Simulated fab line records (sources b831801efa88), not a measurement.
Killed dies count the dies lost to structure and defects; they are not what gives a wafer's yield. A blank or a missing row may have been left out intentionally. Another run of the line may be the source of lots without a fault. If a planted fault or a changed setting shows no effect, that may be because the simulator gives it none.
A lot that was struck, set against a sound lot | flow sky130 | 43 out of 708 route steps
Sound: wafers L625.3, L625.4, L625.5. Struck: wafers L629.1, L629.5, L629.6. The cause comes at the end.
For every step that has rows: the tool of each side, followed by ch and its chambers, followed by its first start. Under that, the readings that differ: sound wafers | struck wafers | difference of the means | sigmas: that difference in standard deviations of wafers without a fault.
alike: words and numbers the same on both sides, and readings whose means are apart by under 2 such deviations; not compared: readings that were withheld, readings missing a value for some wafer, numbers with overlapping values and no deviation given by the record, and bounds like >300 which may hide the same value.
The two part at a step that has a row with sigmas, a row that says differs or no value, or rows on one side only. Numbers that don't overlap but have no deviation are shown without sigmas and don't part them. Lack of a reading on every wafer of one side parts them only where that side has two or more wafers.

first, 3 steps without rows for these wafers: SKY_METAL1_EXPOSE_12 (exposes mask MM1, target cd 140 nm); SKY_METAL1_PEB_13; SKY_METAL1_DEVELOP_14 (develop time 60 s).
SKY_METAL1_CD_MEAS_15: the cd target is 140 nm.
  struck on cd-sem-01, day 36 11:56; sound on cd-sem-01, day 34 12:41
  alike: cd-nm
SKY_METAL1_OVL_MEAS_16:
  struck on overlay-01, day 36 12:03; sound on overlay-02, day 34 12:47
  reading         | sound | struck    | difference | sigmas
  METAL1_OVL (nm) | 6 7 2 | -2 -1 -12 | -10        | -2
then, 2 steps without rows for these wafers: SKY_METAL1_DESCUM_17 (chemistry O2, time 8 s); SKY_METAL1_ETCH_18 (etches BARC in N2/H2, stops on SiO2, time 45.9 s, target depth 60 nm).
SKY_METAL1_METAL_ETCH_19: etches the open film in Cl2/BCl3, stops on SiO2, target depth 360 nm, time 78 s.
  sound on rie-metal-03 ch 0,1, day 34 12:56; struck on rie-metal-01 ch 0,1, day 36 12:11
  alike: drypump-motor-current-A, oes-product-au, rf-fwd-power-W, throttle-valve-pct
  not compared: rf-hours-counter-h
then, 4 steps without rows for these wafers: SKY_METAL1_STRIP_20 (strips in O2/N2); SKY_METAL1_STRIP_21 (strips in post etch residue remover, time 1200 s); SKY_METAL1_CLEAN_22 (cleans in IPA, time 180 s); SKY_METAL1_CLEAN_23 (cleans in O3/DIW).
SKY_VIA1_HDPCVD_00: deposits SiO2, target thk 1030 nm, time 171.7 s.
  sound on hdpcvd-02 ch 0,1,2, day 34 13:35; struck on hdpcvd-01 ch 0,2, day 36 12:56
  alike: sih4-flow-sccm, susceptor-temp-C
SKY_VIA1_THK_MEAS_01:
  struck on film-metro-03, day 36 13:03; sound on film-metro-01, day 34 13:44
  reading              | sound          | struck         | difference | sigmas
  VIA1_HDPCVD_THK (nm) | 1012 1019 1005 | 1051 1043 1034 | +31        | +2
SKY_VIA1_CMP_02: polishes SiO2.
  sound on cmp-02 ch 2,3, day 34 13:46; struck on cmp-01 ch 0,2,3, day 36 13:13
  alike: motor-current-A, slurry-flow-ml-min
SKY_VIA1_BOW_MEAS_03:
  struck on film-metro-04, day 36 13:25; sound on film-metro-04, day 34 14:07
  alike: VIA1_BOW
then, 8 steps without rows for these wafers: SKY_VIA1_DEHYDRATE_04 (time 60 s); SKY_VIA1_HMDS_05 (prime time 60 s); SKY_VIA1_COAT_06 (resist thk 60 nm); SKY_VIA1_COAT_07 (resist thk 450 nm); SKY_VIA1_SOFTBAKE_08 (time 90 s); SKY_VIA1_EXPOSE_09 (exposes mask VIM, target cd 150 nm); SKY_VIA1_PEB_10; SKY_VIA1_DEVELOP_11 (develop time 60 s).
SKY_VIA1_CD_MEAS_12: the cd target is 150 nm.
  struck on cd-sem-02, day 37 15:29; sound on cd-sem-02, day 35 17:04
  alike: cd-nm
SKY_VIA1_OVL_MEAS_13:
  struck on overlay-02, day 37 15:36; sound on overlay-02, day 35 17:10
  alike: VIA1_OVL
then, 6 steps without rows for these wafers: SKY_VIA1_ETCH_14 (etches BARC in N2/H2, stops on SiO2, time 45.9 s, target depth 60 nm); SKY_VIA1_ETCH_15 (etches SiO2 in C4F8/O2/Ar, stops on TiN, target depth 351 nm, time 54 s); SKY_VIA1_STRIP_16 (strips in O2/N2); SKY_VIA1_STRIP_17 (strips in post etch residue remover, time 1200 s); SKY_VIA1_CLEAN_18 (cleans in IPA, time 180 s); SKY_VIA1_CLEAN_19 (cleans in O3/DIW).
SKY_VIA1_SPUTTER_20: material TiN, target thk 20 nm, time 80 s.
  struck on pvd-sputter-03, day 37 16:22; sound on pvd-sputter-03, day 35 17:52
  alike: cathode-dc-power-W, throttle-valve-pct
then, 1 step without rows for these wafers: SKY_VIA1_CVD_21 (deposits W, target thk 270 nm, time 80.902 s).
SKY_VIA1_RS_MEAS_22: the measuring method here is four-point-probe.
  struck on film-metro-03, day 37 16:31; sound on film-metro-01, day 35 18:04
  alike: VIA1_W_RS
SKY_VIA1_THK_MEAS_23: measures by xrf.
  struck on film-metro-03, day 37 16:38; sound on film-metro-01, day 35 18:10
  alike: VIA1_W_THK
then, 1 step without rows for these wafers: SKY_VIA1_CMP_24 (polishes, stops on SiO2, t overpolish 15 s, target thk 0 nm).
SKY_METAL2_SPUTTER_00: material Ti, target thk 15 nm, time 10 s.
  struck on pvd-sputter-02, day 37 17:00; sound on pvd-sputter-03, day 35 18:30
  alike: cathode-dc-power-W, throttle-valve-pct
then, 2 steps without rows for these wafers: SKY_METAL2_SPUTTER_01 (material TiN, target thk 20 nm, time 16.7 s); SKY_METAL2_SPUTTER_02 (material AlCu, target thk 250 nm, time 13.3 s).
SKY_METAL2_SPUTTER_03: material Ti, target thk 5 nm, time 3.3 s.
  struck on pvd-sputter-02, day 37 17:04; sound on pvd-sputter-03, day 35 18:35
  alike: cathode-dc-power-W, throttle-valve-pct
then, 1 step without rows for these wafers: SKY_METAL2_SPUTTER_04 (material TiN, target thk 70 nm, time 58.3 s).
-- the record jumps here: 11 days lie between the struck wafers' starts before and after (it left off in module METAL2 and takes up again in module PAD_OPEN, whose first step shown is number 708 of the route) --
SKY_PAD_OPEN_PROBE_99:
  struck on prober-01, day 48 11:10; sound on prober-01, day 47 02:50
  reading                               | sound             | struck            | difference | sigmas
  defect-limited-yield (%)              | 86.2 81.5 82.9    | 74.2 77.4 75.4    | -7.9       | -4
  killed_at_M0_to_M3                    | 32 51 37          | 82 70 69          | +34        | +5
  killed-at-front-end                   | 8 10 14           | 17 17 27          | +10        | +2
  killed-dies                           | 68 91 84          | 127 111 121       | +39        | +4
  sort_bin_5_function (%)               | 9.8 10.0 11.4     | 17.5 13.6 15.2    | +5.0       | +4
  sort-n-pass                           | 424 401 408       | 365 381 371       | -39        | -4
  sort-yield-pct (%)                    | 86.2 81.5 82.9    | 74.2 77.4 75.4    | -7.9       | -4
  model.etest.tester.sort-n-pass        | 424 401 408       | 365 381 371       | -39        |
  model.etest.tester.sort-yield-pct (%) | 86.18 81.5 82.93  | 74.19 77.44 75.41 | -7.86      |
  model.etest.tester.sort_bin_5_pct (%) | 9.756 9.959 11.38 | 17.48 13.62 15.24 | +5.08      |
  alike: killed_at_M4_up, killed-at-contacts, killed-at-other, killed-open, killed-short, sort_bin_3_pad_short, sort_bin_6_memory
  not compared: model.etest.tester.sort_bin_3_pct

== WHERE THEY PART ==
Last at SKY_PAD_OPEN_PROBE_99 as far as this record goes, first at SKY_METAL1_OVL_MEAS_16.

WHY: what had been put in by the simulator
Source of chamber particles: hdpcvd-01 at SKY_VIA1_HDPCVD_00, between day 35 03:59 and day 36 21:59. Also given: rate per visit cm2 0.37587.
